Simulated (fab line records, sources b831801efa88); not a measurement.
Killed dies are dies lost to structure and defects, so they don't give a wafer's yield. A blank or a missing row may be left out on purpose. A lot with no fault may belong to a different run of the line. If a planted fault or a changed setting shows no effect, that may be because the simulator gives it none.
fab line records -- flow gf180mcu
record lots=24, wafers=72, last_day=34
route steps=602 shown V1@358 V2@399 V3@455 M4@458 V4@479
lots untouched by any fault: they come from a run of this same line in which no faults occurred
start_h: hours from the record's first day to the start of the lot's first wafer shown -- wait_h: hours elapsed since this lot's preceding step -- " repeats the value in the row above -- L1.1+2: a single row standing in for several wafers -- - no value, or no start given -- * or withheld: withheld -- < > ~ a bound
route shown NAME@n: names a module that has steps shown in the file, with the first one's number in the route -- usual: mean and standard deviation over wafers with no fault -- same: alike in all rows -- chamber/n: place in a boat -- sites: each site's reading -- _std_site: standard deviation across them -- _edge_site: outer sites' mean less inner sites' -- radius_mm: for every site, how far away it sits from the centre of the wafer -- mask NAME#n: copy n -- behind: the most recent tool/chamber to have shaped the wafer -- hold: cause of the lot's hold/its duration in hours/its outcome -- device: transistor that didn't switch, given as n, p or np -- end of line: the tests these same wafers got at the end of their route -- a step without rows: its recipe alone -- killed: dies that structure and defects cost at the first sort, which is not the same as the wafer's yield -- map: a wafer's dies, x killed, . not, _ none there
set.NAME: the setting the step ran with; set.NAME@STEP: the setting that earlier step ran with -- model.NAME: the simulator's own value behind a step, which no gauge read
route steps across a sampled set of lots; one table per step, one row per wafer
services: when a tool's chamber went out of use (start_h, in hours from the record's first day, below 0 if earlier), for how many hours, and the reason
## steps
# step GF_V1_CVD_23
# recipe material=W, target_thk_nm=350, time_s=105.05, temp_c=400, pressure_torr=40
# usual heater_power_w=814/130
lot.wafer,tool,chamber,start_h,wait_h,heater_power_w
L074.1,cvd_w-01,0,411.91,0.0,767
L074.3,cvd_w-01,0,411.91,0.0,798
L074.5,cvd_w-01,0,411.91,0.0,782
L075.1,cvd_w-01,1,418.74,0.0,773
L075.2,cvd_w-01,0,418.74,0.0,783
L075.3,cvd_w-01,1,418.74,0.0,773
L076.1,cvd_w-02,0,430.79,0.0,686
L076.2,cvd_w-02,1,430.79,0.0,1018
L076.3,cvd_w-02,0,430.79,0.0,664
L077.4,cvd_w-01,1,441.60,0.1,779
L077.5,cvd_w-01,0,441.60,0.1,792
L077.6,cvd_w-01,1,441.60,0.1,780
L078.1,cvd_w-02,0,449.54,0.0,665
L078.2,cvd_w-02,1,449.54,0.0,1023
L078.5,cvd_w-02,1,449.54,0.0,1012
L079.2,cvd_w-02,0,461.00,0.0,670
L079.3,cvd_w-02,0,461.00,0.0,656
L079.5,cvd_w-02,1,461.00,0.0,1034
L080.1,cvd_w-02,1,471.20,0.0,1015
L080.3,cvd_w-02,1,471.20,0.0,1016
L080.5,cvd_w-02,1,471.20,0.0,1016
L081.1,cvd_w-01,1,475.62,0.0,769
L081.2,cvd_w-01,0,475.62,0.0,801
L081.4,cvd_w-01,1,475.62,0.0,776
L082.1,cvd_w-02,1,488.64,0.0,1000
L082.4,cvd_w-02,1,488.64,0.0,1005
L082.5,cvd_w-02,1,488.64,0.0,1043
L083.1,cvd_w-02,1,491.56,0.0,987
L083.2,cvd_w-02,0,491.56,0.0,649
L083.5,cvd_w-02,1,491.56,0.0,1001
L084.2,cvd_w-02,0,504.84,0.0,652
L084.5,cvd_w-02,0,504.84,0.0,657
L084.6,cvd_w-02,1,504.84,0.0,1018
L085.3,cvd_w-02,1,508.15,0.1,997
L085.4,cvd_w-02,0,508.15,0.1,652
L085.5,cvd_w-02,1,508.15,0.1,1003
L086.4,cvd_w-02,1,529.72,0.1,1032
L086.5,cvd_w-02,0,529.72,0.1,669
L086.6,cvd_w-02,1,529.72,0.1,1012
L087.2,cvd_w-01,1,531.61,0.0,794
L087.3,cvd_w-01,1,531.61,0.0,777
L087.4,cvd_w-01,0,531.61,0.0,797
L088.1,cvd_w-02,1,536.94,0.0,979
L088.4,cvd_w-02,0,536.94,0.0,659
L088.5,cvd_w-02,1,536.94,0.0,1030
L089.1,cvd_w-01,0,552.49,0.0,795
L089.4,cvd_w-01,1,552.49,0.0,784
L089.5,cvd_w-01,0,552.49,0.0,789
L090.2,cvd_w-01,0,555.11,0.0,781
L090.4,cvd_w-01,1,555.11,0.0,792
L090.6,cvd_w-01,1,555.11,0.0,795
L091.1,cvd_w-02,1,561.31,0.0,995
L091.5,cvd_w-02,1,561.31,0.0,1009
L091.6,cvd_w-02,0,561.31,0.0,659
L092.3,cvd_w-01,1,571.64,0.1,789
L092.4,cvd_w-01,0,571.64,0.1,774
L092.5,cvd_w-01,0,571.64,0.1,791
L093.2,cvd_w-01,0,583.69,0.0,791
L093.4,cvd_w-01,0,583.69,0.0,792
L093.6,cvd_w-01,0,583.69,0.0,814
L094.1,cvd_w-01,0,585.84,0.0,813
L094.3,cvd_w-01,0,585.84,0.0,797
L094.4,cvd_w-01,1,585.84,0.0,778
L096.2,cvd_w-01,0,601.09,0.0,799
L096.3,cvd_w-01,0,601.09,0.0,803
L096.5,cvd_w-01,1,601.09,0.0,780
L095.1,cvd_w-01,0,602.56,0.0,763
L095.5,cvd_w-01,0,602.56,0.0,779
L095.6,cvd_w-01,1,602.56,0.0,768
L097.1,cvd_w-02,1,602.79,0.0,1018
L097.3,cvd_w-02,1,602.79,0.0,1042
L097.5,cvd_w-02,0,602.79,0.0,668
# step GF_V2_ETCH_17
# recipe chemistry=C4F8/O2/Ar, mask_material=KrF, target=SiO2, stop_on=TiN, source_w=1500, bias_w=1200, pressure_mtorr=40, c4f8_flow_sccm=withheld, O2_flow_sccm=6, Ar_flow_sccm=300, time_s=withheld, target_depth_a=6300
# usual oes_product_au=0.856/0.0048
lot.wafer,tool,chamber,start_h,wait_h,oes_product_au
L074.1,rie_diel-03,2,-,-,0.854
L074.3,rie_diel-03,3,-,-,0.858
L074.5,rie_diel-03,2,-,-,0.855
L075.1,rie_diel-02,1,-,-,0.858
L075.2,rie_diel-02,3,-,-,0.855
L075.3,rie_diel-02,0,-,-,0.861
L076.1,rie_diel-04,0,-,-,0.856
L076.2,rie_diel-04,1,-,-,0.848
L076.3,rie_diel-04,2,-,-,0.863
L077.4,rie_diel-04,1,-,-,0.859
L077.5,rie_diel-04,2,-,-,0.852
L077.6,rie_diel-04,0,-,-,0.854
L078.1,rie_diel-04,0,-,-,0.856
L078.2,rie_diel-04,1,-,-,0.859
L078.5,rie_diel-04,2,-,-,0.851
L079.2,rie_diel-04,3,-,-,0.858
L079.3,rie_diel-04,2,-,-,0.860
L079.5,rie_diel-04,0,-,-,0.857
L080.1,rie_diel-04,2,-,-,0.863
L080.3,rie_diel-04,3,-,-,0.863
L080.5,rie_diel-04,2,-,-,0.858
L081.1,rie_diel-04,0,-,-,0.861
L081.2,rie_diel-04,3,-,-,0.858
L081.4,rie_diel-04,1,-,-,0.855
L082.1,rie_diel-02,0,-,-,0.850
L082.4,rie_diel-02,2,-,-,0.860
L082.5,rie_diel-02,0,-,-,0.864
L083.1,rie_diel-04,1,-,-,0.858
L083.2,rie_diel-04,0,-,-,0.857
L083.5,rie_diel-04,3,-,-,0.859
L084.2,rie_diel-02,3,-,-,0.858
L084.5,rie_diel-02,0,-,-,0.851
L084.6,rie_diel-02,1,-,-,0.863
L085.3,rie_diel-03,3,-,-,0.855
L085.4,rie_diel-03,2,-,-,0.854
L085.5,rie_diel-03,3,-,-,0.855
L086.4,rie_diel-03,0,-,-,0.852
L086.5,rie_diel-03,1,-,-,0.857
L086.6,rie_diel-03,0,-,-,0.850
L087.2,rie_diel-04,1,-,-,0.855
L087.3,rie_diel-04,0,-,-,0.862
L087.4,rie_diel-04,2,-,-,0.856
L088.1,rie_diel-04,3,-,-,0.850
L088.4,rie_diel-04,0,-,-,0.852
L088.5,rie_diel-04,1,-,-,0.849
L089.1,rie_diel-04,2,-,-,0.857
L089.4,rie_diel-04,3,-,-,0.854
L089.5,rie_diel-04,2,-,-,0.849
L090.2,rie_diel-03,2,-,-,0.860
L090.4,rie_diel-03,0,-,-,0.857
L090.6,rie_diel-03,0,-,-,0.849
L091.1,rie_diel-04,3,-,-,0.865
L091.5,rie_diel-04,0,-,-,0.850
L091.6,rie_diel-04,1,-,-,0.852
L092.3,rie_diel-03,1,-,-,0.855
L092.4,rie_diel-03,2,-,-,0.852
L092.5,rie_diel-03,1,-,-,0.858
L093.2,rie_diel-03,3,-,-,0.861
L093.4,rie_diel-03,1,-,-,0.846
L093.6,rie_diel-03,3,-,-,0.854
L094.1,rie_diel-04,3,-,-,0.855
L094.3,rie_diel-04,1,-,-,0.868
L094.4,rie_diel-04,0,-,-,0.857
L096.2,rie_diel-04,0,-,-,0.858
L096.3,rie_diel-04,2,-,-,0.856
L096.5,rie_diel-04,3,-,-,0.858
L095.1,rie_diel-02,3,-,-,0.858
L095.5,rie_diel-02,2,-,-,0.848
L095.6,rie_diel-02,1,-,-,0.857
L097.1,rie_diel-03,2,-,-,0.851
L097.3,rie_diel-03,1,-,-,0.855
L097.5,rie_diel-03,1,-,-,0.867
# step GF_V3_CMP_26
# recipe stop_on=SiO2, down_force_psi=3.5, platen_rpm=60, t_overpolish_s=15, target_thk_nm=0, pad_velocity_m_s=0.94248
# usual motor_current_A=10.9/0.89, overpolish_run_s=15.001/0.009, slurry_flow_ml_min=150.0/0.48, time_to_endpoint_s=84/4
lot.wafer,tool,chamber,start_h,wait_h,motor_current_A,overpolish_run_s,slurry_flow_ml_min,time_to_endpoint_s
L074.3,cmp-01,1,514.38,0.1,10.1,14.994,150.4,85
L074.1,cmp-01,3,514.38,0.1,11.4,14.995,150.4,85
L074.5,cmp-01,0,514.38,0.1,10.7,15.006,149.4,88
L075.1,cmp-02,2,520.84,0.1,11.3,15.024,150.0,87
L075.3,cmp-02,3,520.84,0.1,10.1,15.002,149.1,83
L075.2,cmp-02,0,520.84,0.1,9.9,15.007,150.5,91
L076.1,cmp-02,2,533.41,0.3,11.0,15.001,149.8,89
L076.2,cmp-02,3,533.41,0.3,10.1,15.004,149.9,81
L076.3,cmp-02,0,533.41,0.3,9.7,14.984,150.4,83
L077.4,cmp-01,2,544.44,0.2,12.8,15.009,149.1,89
L077.5,cmp-01,2,544.44,0.2,11.9,15.015,149.8,87
L077.6,cmp-01,3,544.44,0.2,12.4,15.011,150.1,85
L078.1,cmp-01,0,551.41,0.1,11.0,15.012,149.2,90
L078.2,cmp-01,3,551.41,0.1,11.7,15.007,150.7,86
L078.5,cmp-01,0,551.41,0.1,10.6,15.021,149.9,89
L079.3,cmp-01,0,560.73,0.0,11.1,15.002,150.6,87
L079.2,cmp-01,1,560.73,0.0,10.1,14.991,150.6,84
L079.5,cmp-01,1,560.73,0.0,10.1,15.001,150.1,79
L080.3,cmp-01,2,569.16,0.1,11.9,14.998,150.3,88
L080.1,cmp-01,3,569.16,0.1,12.4,15.004,150.2,86
L080.5,cmp-01,0,569.16,0.1,10.8,14.993,151.2,83
L081.2,cmp-02,0,573.16,0.1,9.9,15.000,150.0,82
L081.1,cmp-02,1,573.16,0.1,10.3,15.003,150.1,85
L081.4,cmp-02,2,573.16,0.1,11.0,15.008,149.3,87
L082.4,cmp-01,0,585.97,0.2,10.6,14.997,150.5,85
L082.1,cmp-01,2,585.97,0.2,12.2,14.983,149.8,85
L082.5,cmp-01,3,585.97,0.2,12.0,14.990,150.5,82
L083.2,cmp-01,0,587.34,0.3,10.8,15.003,149.9,82
L083.1,cmp-01,2,587.34,0.3,12.3,14.999,150.5,83
L083.5,cmp-01,3,587.34,0.3,11.8,14.993,151.1,85
L084.2,cmp-01,2,600.50,0.1,11.7,14.995,150.0,87
L084.5,cmp-01,0,600.50,0.1,10.8,15.003,149.5,86
L084.6,cmp-01,1,600.50,0.1,9.8,14.996,151.2,86
L085.3,cmp-01,0,602.74,0.0,9.8,15.008,150.5,79
L085.4,cmp-01,3,602.74,0.0,11.5,14.998,150.2,78
L085.5,cmp-01,1,602.74,0.0,9.9,15.007,150.1,77
L086.4,cmp-01,3,621.93,0.0,12.4,15.002,149.7,81
L086.6,cmp-01,3,621.93,0.0,12.2,14.992,149.2,80
L086.5,cmp-01,0,621.93,0.0,11.0,15.016,150.0,82
L087.3,cmp-01,1,623.56,0.0,10.4,14.996,150.3,79
L087.4,cmp-01,2,623.56,0.0,11.6,15.006,148.9,85
L087.2,cmp-01,0,623.56,0.0,11.2,14.984,149.9,89
L088.1,cmp-02,2,628.44,0.1,11.3,15.005,149.9,77
L088.4,cmp-02,3,628.44,0.1,9.6,15.005,149.9,77
L088.5,cmp-02,0,628.44,0.1,9.4,15.017,149.8,75
L089.1,cmp-02,3,642.56,0.1,10.7,15.014,150.0,81
L089.4,cmp-02,1,642.56,0.1,11.7,14.986,149.9,83
L089.5,cmp-02,3,642.56,0.1,10.2,14.985,150.0,81
L090.4,cmp-02,0,645.13,0.0,9.7,14.997,149.5,81
L090.2,cmp-02,1,645.13,0.0,11.0,15.003,150.1,82
L090.6,cmp-02,1,645.13,0.0,10.2,15.003,150.0,80
L091.1,cmp-02,3,651.74,0.1,9.8,15.001,149.9,78
L091.6,cmp-02,1,651.74,0.1,11.2,15.001,150.7,81
L091.5,cmp-02,2,651.74,0.1,11.4,15.006,150.5,82
L092.3,cmp-02,0,660.93,0.1,9.0,15.024,150.4,78
L092.4,cmp-02,2,660.93,0.1,11.6,14.991,149.9,82
L092.5,cmp-02,0,660.93,0.1,9.4,15.019,150.2,76
L093.4,cmp-01,0,670.61,0.0,10.8,14.996,149.8,89
L093.2,cmp-01,2,670.61,0.0,12.5,15.014,150.2,90
L093.6,cmp-01,0,670.61,0.0,10.6,14.998,149.5,87
L094.3,cmp-01,1,672.94,0.0,10.3,15.002,149.9,81
L094.1,cmp-01,2,672.94,0.0,12.1,15.020,149.2,88
L094.4,cmp-01,0,672.94,0.0,10.9,15.009,149.1,87
L096.2,cmp-01,1,686.54,0.1,10.0,14.991,149.1,82
L096.3,cmp-01,2,686.54,0.1,12.1,14.983,149.3,88
L096.5,cmp-01,3,686.54,0.1,11.9,15.010,150.3,85
L095.1,cmp-02,2,688.20,0.1,11.0,14.993,149.4,87
L095.6,cmp-02,2,688.20,0.1,11.2,15.008,149.3,85
L095.5,cmp-02,3,688.20,0.1,10.2,14.994,150.6,82
L097.3,cmp-02,2,689.20,0.0,11.1,14.994,149.8,84
L097.1,cmp-02,0,689.20,0.0,9.3,15.002,149.6,81
L097.5,cmp-02,2,689.20,0.0,11.7,14.998,149.8,89
# step GF_M4_SPUTTER_02
# recipe material=AlCu, target_thk_nm=450, power_w=10600, time_s=23.9, chamber_pressure_pa=0.4
# usual chamber_pressure_pa=0.4000/0.00078, throttle_valve_pct=29.5/1.1
lot.wafer,tool,chamber,start_h,wait_h,chamber_pressure_pa,throttle_valve_pct
L074.1,pvd_sputter-03,-,514.76,0.0,0.3993,28.1
L074.3,pvd_sputter-03,-,514.76,0.0,0.4005,30.4
L074.5,pvd_sputter-03,-,514.76,0.0,0.3986,28.6
L075.1,pvd_sputter-01,-,521.27,0.0,0.3996,29.6
L075.2,pvd_sputter-01,-,521.27,0.0,0.4002,30.4
L075.3,pvd_sputter-01,-,521.27,0.0,0.4001,30.8
L076.1,pvd_sputter-03,-,533.79,0.0,0.3991,28.8
L076.2,pvd_sputter-03,-,533.79,0.0,0.3999,30.9
L076.3,pvd_sputter-03,-,533.79,0.0,0.3981,28.0
L077.4,pvd_sputter-01,-,544.87,0.0,0.4005,28.4
L077.5,pvd_sputter-01,-,544.87,0.0,0.3993,28.3
L077.6,pvd_sputter-01,-,544.87,0.0,0.3993,31.0
L078.1,pvd_sputter-03,-,551.84,0.0,0.4002,30.9
L078.2,pvd_sputter-03,-,551.84,0.0,0.3995,28.2
L078.5,pvd_sputter-03,-,551.84,0.0,0.4008,28.2
L079.2,pvd_sputter-04,-,561.16,0.0,0.3996,29.3
L079.3,pvd_sputter-04,-,561.16,0.0,0.4000,31.1
L079.5,pvd_sputter-04,-,561.16,0.0,0.3992,29.4
L080.1,pvd_sputter-03,-,569.50,0.0,0.3998,28.8
L080.3,pvd_sputter-03,-,569.50,0.0,0.4005,30.6
L080.5,pvd_sputter-03,-,569.50,0.0,0.3984,28.8
L081.1,pvd_sputter-04,-,573.54,0.0,0.3998,29.6
L081.2,pvd_sputter-04,-,573.54,0.0,0.4007,29.5
L081.4,pvd_sputter-04,-,573.54,0.0,0.3985,29.7
L082.1,pvd_sputter-04,-,586.35,0.0,0.3986,29.3
L082.4,pvd_sputter-04,-,586.35,0.0,0.4017,27.8
L082.5,pvd_sputter-04,-,586.35,0.0,0.4004,30.9
L083.1,pvd_sputter-01,-,587.72,0.0,0.3997,30.8
L083.2,pvd_sputter-01,-,587.72,0.0,0.3999,30.2
L083.5,pvd_sputter-01,-,587.72,0.0,0.3996,31.0
L084.2,pvd_sputter-01,-,600.83,0.0,0.3984,28.4
L084.5,pvd_sputter-01,-,600.83,0.0,0.4005,29.9
L084.6,pvd_sputter-01,-,600.83,0.0,0.4002,30.2
L085.3,pvd_sputter-04,-,603.17,0.0,0.3999,29.4
L085.4,pvd_sputter-04,-,603.17,0.0,0.4000,31.0
L085.5,pvd_sputter-04,-,603.17,0.0,0.4017,28.0
L086.4,pvd_sputter-01,-,622.36,0.0,0.3997,31.0
L086.5,pvd_sputter-01,-,622.36,0.0,0.4006,28.3
L086.6,pvd_sputter-01,-,622.36,0.0,0.4002,30.7
L087.2,pvd_sputter-04,-,623.99,0.0,0.3993,29.2
L087.3,pvd_sputter-04,-,623.99,0.0,0.3984,29.3
L087.4,pvd_sputter-04,-,623.99,0.0,0.4000,27.8
L088.1,pvd_sputter-03,-,628.77,0.0,0.4008,30.8
L088.4,pvd_sputter-03,-,628.77,0.0,0.4006,30.4
L088.5,pvd_sputter-03,-,628.77,0.0,0.4003,28.0
L089.1,pvd_sputter-01,-,642.94,0.0,0.3990,29.6
L089.4,pvd_sputter-01,-,642.94,0.0,0.4006,30.4
L089.5,pvd_sputter-01,-,642.94,0.0,0.4003,29.7
L090.2,pvd_sputter-04,-,645.56,0.0,0.3992,31.1
L090.4,pvd_sputter-04,-,645.56,0.0,0.4006,29.4
L090.6,pvd_sputter-04,-,645.56,0.0,0.4012,31.2
L091.1,pvd_sputter-04,-,652.07,0.0,0.3987,29.6
L091.5,pvd_sputter-04,-,652.07,0.0,0.4002,27.7
L091.6,pvd_sputter-04,-,652.07,0.0,0.4008,29.4
L092.3,pvd_sputter-04,-,661.31,0.0,0.4014,31.0
L092.4,pvd_sputter-04,-,661.31,0.0,0.3999,29.3
L092.5,pvd_sputter-04,-,661.31,0.0,0.4002,30.8
L093.2,pvd_sputter-01,-,671.04,0.0,0.4022,30.8
L093.4,pvd_sputter-01,-,671.04,0.0,0.3984,28.1
L093.6,pvd_sputter-01,-,671.04,0.0,0.3995,29.5
L094.1,pvd_sputter-04,-,673.37,0.0,0.3991,29.6
L094.3,pvd_sputter-04,-,673.37,0.0,0.3992,27.9
L094.4,pvd_sputter-04,-,673.37,0.0,0.3990,31.1
L096.2,pvd_sputter-04,-,686.87,0.0,0.4002,29.2
L096.3,pvd_sputter-04,-,686.87,0.0,0.3996,30.9
L096.5,pvd_sputter-04,-,686.87,0.0,0.4000,29.6
L095.1,pvd_sputter-01,-,688.63,0.0,0.4006,28.5
L095.5,pvd_sputter-01,-,688.63,0.0,0.4008,28.4
L095.6,pvd_sputter-01,-,688.63,0.0,0.3999,30.9
L097.1,pvd_sputter-01,-,689.63,0.0,0.4001,31.0
L097.3,pvd_sputter-01,-,689.63,0.0,0.4001,30.4
L097.5,pvd_sputter-01,-,689.63,0.0,0.4004,31.2
# step GF_V4_THK_MEAS_03
# recipe reads=SiO2_of_V4_CVD_02
# usual V4_CVD_02_THK=850/11
lot.wafer,tool,chamber,start_h,wait_h,V4_CVD_02_THK[nm]
L074.1,film_metro-04,-,538.35,0.0,857
L074.3,film_metro-04,-,538.35,0.0,846
L074.5,film_metro-04,-,538.35,0.0,852
L075.1,film_metro-04,-,545.13,0.0,860
L075.2,film_metro-04,-,545.13,0.0,861
L075.3,film_metro-04,-,545.13,0.0,857
L076.1,film_metro-02,-,556.84,0.0,835
L076.2,film_metro-02,-,556.84,0.0,834
L076.3,film_metro-02,-,556.84,0.0,839
L077.4,film_metro-04,-,568.03,0.0,855
L077.5,film_metro-04,-,568.03,0.0,866
L077.6,film_metro-04,-,568.03,0.0,850
L078.1,film_metro-02,-,574.98,0.0,850
L078.2,film_metro-02,-,574.98,0.0,845
L078.5,film_metro-02,-,574.98,0.0,859
L079.2,film_metro-01,-,584.09,0.0,849
L079.3,film_metro-01,-,584.09,0.0,849
L079.5,film_metro-01,-,584.09,0.0,855
L080.1,film_metro-02,-,592.58,0.0,849
L080.3,film_metro-02,-,592.58,0.0,855
L080.5,film_metro-02,-,592.58,0.0,843
L081.1,film_metro-02,-,596.27,0.0,854
L081.2,film_metro-02,-,596.27,0.0,845
L081.4,film_metro-02,-,596.27,0.0,857
L082.1,film_metro-02,-,608.85,0.0,842
L082.4,film_metro-02,-,608.85,0.0,858
L082.5,film_metro-02,-,608.85,0.0,860
L083.1,film_metro-02,-,610.45,0.0,826
L083.2,film_metro-02,-,610.45,0.0,841
L083.5,film_metro-02,-,610.45,0.0,849
L084.2,film_metro-04,-,622.11,0.0,857
L084.5,film_metro-04,-,622.11,0.0,869
L084.6,film_metro-04,-,622.11,0.0,857
L085.3,film_metro-04,-,625.09,0.1,850
L085.4,film_metro-04,-,625.09,0.1,870
L085.5,film_metro-04,-,625.09,0.1,843
L086.4,film_metro-04,-,643.59,0.0,858
L086.5,film_metro-04,-,643.59,0.0,860
L086.6,film_metro-04,-,643.59,0.0,868
L087.2,film_metro-02,-,645.21,0.0,842
L087.3,film_metro-02,-,645.21,0.0,845
L087.4,film_metro-02,-,645.21,0.0,869
L088.1,film_metro-04,-,649.85,0.0,835
L088.4,film_metro-04,-,649.85,0.0,846
L088.5,film_metro-04,-,649.85,0.0,857
L089.1,film_metro-02,-,663.54,0.0,843
L089.4,film_metro-02,-,663.54,0.0,856
L089.5,film_metro-02,-,663.54,0.0,856
L090.2,film_metro-01,-,666.83,0.0,848
L090.4,film_metro-01,-,666.83,0.0,863
L090.6,film_metro-01,-,666.83,0.0,851
L091.1,film_metro-02,-,672.56,0.0,837
L091.5,film_metro-02,-,672.56,0.0,845
L091.6,film_metro-02,-,672.56,0.0,848
L092.3,film_metro-04,-,681.29,0.1,823
L092.4,film_metro-04,-,681.29,0.1,838
L092.5,film_metro-04,-,681.29,0.1,851
L093.2,film_metro-04,-,691.39,0.0,841
L093.4,film_metro-04,-,691.39,0.0,853
L093.6,film_metro-04,-,691.39,0.0,838
L094.1,film_metro-04,-,694.17,0.0,828
L094.3,film_metro-04,-,694.17,0.0,842
L094.4,film_metro-04,-,694.17,0.0,849
L096.2,film_metro-04,-,706.20,0.0,829
L096.3,film_metro-04,-,706.20,0.0,824
L096.5,film_metro-04,-,706.20,0.0,852
L095.1,film_metro-01,-,707.76,0.0,853
L095.5,film_metro-01,-,707.76,0.0,872
L095.6,film_metro-01,-,707.76,0.0,860
L097.1,film_metro-01,-,708.71,0.0,853
L097.3,film_metro-01,-,708.71,0.0,843
L097.5,film_metro-01,-,708.71,0.0,861
# step GF_V4_SPUTTER_21
# recipe material=Ti, target_thk_nm=15, chamber_pressure_pa=5, power_w=2500, substrate_temp_c=200, time_s=80.02
# usual chamber_pressure_pa=4.999/0.01, throttle_valve_pct=29.6/0.97
lot.wafer,tool,chamber,start_h,wait_h,chamber_pressure_pa,throttle_valve_pct
L074.1,pvd_sputter-01,-,561.76,0.0,4.993,30.9
L074.3,pvd_sputter-01,-,561.76,0.0,4.988,28.3
L074.5,pvd_sputter-01,-,561.76,0.0,4.986,29.7
L075.1,pvd_sputter-04,-,568.31,0.0,5.000,27.8
L075.2,pvd_sputter-04,-,568.31,0.0,5.017,29.3
L075.3,pvd_sputter-04,-,568.31,0.0,5.000,29.6
L076.1,pvd_sputter-02,-,580.91,0.0,5.000,29.1
L076.2,pvd_sputter-02,-,580.91,0.0,4.997,29.8
L076.3,pvd_sputter-02,-,580.91,0.0,5.008,30.8
L077.4,pvd_sputter-04,-,591.16,0.0,5.001,31.1
L077.5,pvd_sputter-04,-,591.16,0.0,5.005,28.1
L077.6,pvd_sputter-04,-,591.16,0.0,4.990,31.1
L078.1,pvd_sputter-02,-,597.21,0.0,5.011,29.2
L078.2,pvd_sputter-02,-,597.21,0.0,5.002,30.0
L078.5,pvd_sputter-02,-,597.21,0.0,4.989,30.8
L079.2,pvd_sputter-04,-,607.04,0.0,5.000,29.3
L079.3,pvd_sputter-04,-,607.04,0.0,5.001,29.5
L079.5,pvd_sputter-04,-,607.04,0.0,4.974,28.0
L080.1,pvd_sputter-01,-,615.16,0.0,5.000,31.2
L080.3,pvd_sputter-01,-,615.16,0.0,5.001,29.5
L080.5,pvd_sputter-01,-,615.16,0.0,5.009,30.7
L081.1,pvd_sputter-02,-,618.46,0.0,5.004,29.3
L081.2,pvd_sputter-02,-,618.46,0.0,5.003,30.7
L081.4,pvd_sputter-02,-,618.46,0.0,5.016,29.0
L082.1,pvd_sputter-02,-,630.74,0.0,5.009,29.9
L082.4,pvd_sputter-02,-,630.74,0.0,5.015,29.3
L082.5,pvd_sputter-02,-,630.74,0.0,5.009,29.0
L083.1,pvd_sputter-01,-,631.72,0.0,4.974,30.8
L083.2,pvd_sputter-01,-,631.72,0.0,4.994,28.3
L083.5,pvd_sputter-01,-,631.72,0.0,4.988,30.3
L084.2,pvd_sputter-04,-,643.12,0.0,5.014,29.8
L084.5,pvd_sputter-04,-,643.12,0.0,5.004,27.9
L084.6,pvd_sputter-04,-,643.12,0.0,4.982,30.9
L085.3,pvd_sputter-02,-,646.01,0.0,5.016,30.0
L085.4,pvd_sputter-02,-,646.01,0.0,4.985,29.1
L085.5,pvd_sputter-02,-,646.01,0.0,5.002,30.6
L086.4,pvd_sputter-01,-,664.86,0.0,4.984,31.1
L086.5,pvd_sputter-01,-,664.86,0.0,5.001,30.2
L086.6,pvd_sputter-01,-,664.86,0.0,5.004,28.6
L087.2,pvd_sputter-02,-,666.75,0.0,4.999,29.8
L087.3,pvd_sputter-02,-,666.75,0.0,4.997,29.0
L087.4,pvd_sputter-02,-,666.75,0.0,4.986,30.9
L088.1,pvd_sputter-01,-,670.07,0.0,5.003,31.1
L088.4,pvd_sputter-01,-,670.07,0.0,4.995,28.3
L088.5,pvd_sputter-01,-,670.07,0.0,4.996,28.3
L089.1,pvd_sputter-01,-,684.12,0.0,5.014,29.9
L089.4,pvd_sputter-01,-,684.12,0.0,5.014,28.3
L089.5,pvd_sputter-01,-,684.12,0.0,4.984,30.4
L090.2,pvd_sputter-01,-,686.89,0.0,5.002,31.0
L090.4,pvd_sputter-01,-,686.89,0.0,5.013,28.3
L090.6,pvd_sputter-01,-,686.89,0.0,4.978,30.2
L091.1,pvd_sputter-02,-,692.46,0.0,4.983,29.3
L091.5,pvd_sputter-02,-,692.46,0.0,4.996,29.2
L091.6,pvd_sputter-02,-,692.46,0.0,5.012,29.1
L092.3,pvd_sputter-01,-,701.70,0.0,4.987,30.3
L092.4,pvd_sputter-01,-,701.70,0.0,5.012,29.7
L092.5,pvd_sputter-01,-,701.70,0.0,5.003,28.3
L093.2,pvd_sputter-02,-,710.92,0.0,5.005,29.4
L093.4,pvd_sputter-02,-,710.92,0.0,5.007,30.9
L093.6,pvd_sputter-02,-,710.92,0.0,5.010,29.8
L094.1,pvd_sputter-01,-,713.43,0.0,4.992,30.3
L094.3,pvd_sputter-01,-,713.43,0.0,4.994,29.6
L094.4,pvd_sputter-01,-,713.43,0.0,4.994,31.0
L096.2,pvd_sputter-01,-,725.54,0.0,5.001,30.9
L096.3,pvd_sputter-01,-,725.54,0.0,5.016,29.7
L096.5,pvd_sputter-01,-,725.54,0.0,4.998,30.3
L095.1,pvd_sputter-01,-,727.09,0.0,4.983,30.7
L095.5,pvd_sputter-01,-,727.09,0.0,5.004,28.2
L095.6,pvd_sputter-01,-,727.09,0.0,4.995,31.1
L097.1,pvd_sputter-04,-,727.52,0.0,5.011,27.8
L097.3,pvd_sputter-04,-,727.52,0.0,5.014,31.1
L097.5,pvd_sputter-04,-,727.52,0.0,5.010,29.3
## services
tool,chamber,start_h,hours,kind
rie_diel-04,-,402.70,0.9,repair
cvd_w-01,1,408.38,6.7,repair
cvd_w-02,-,408.51,14.0,pm
cvd_w-02,-,417.63,0.8,repair
rie_diel-04,-,418.72,2.8,pm
rie_diel-04,0,424.33,3.7,repair
pvd_sputter-01,-,458.66,5.6,repair
cvd_w-01,0,465.20,1.6,repair
cmp-01,-,466.27,3.1,repair
pvd_sputter-01,-,478.68,2.0,repair
cvd_w-02,1,479.18,4.2,repair
rie_diel-04,3,486.71,13.6,repair
pvd_sputter-01,-,490.63,29.3,repair
pvd_sputter-04,-,496.23,25.0,repair
cmp-01,-,503.30,0.8,repair
cmp-01,-,511.69,0.9,repair
cmp-01,-,521.44,15.3,repair
cmp-01,-,547.28,1.4,repair
cmp-01,-,572.00,4.0,pm
pvd_sputter-01,-,573.15,4.4,repair
cmp-01,-,661.62,0.8,repair
rie_diel-04,0,665.73,3.7,repair
pvd_sputter-04,-,704.90,4.4,repair
pvd_sputter-04,-,721.27,3.7,repair
## key
fault none
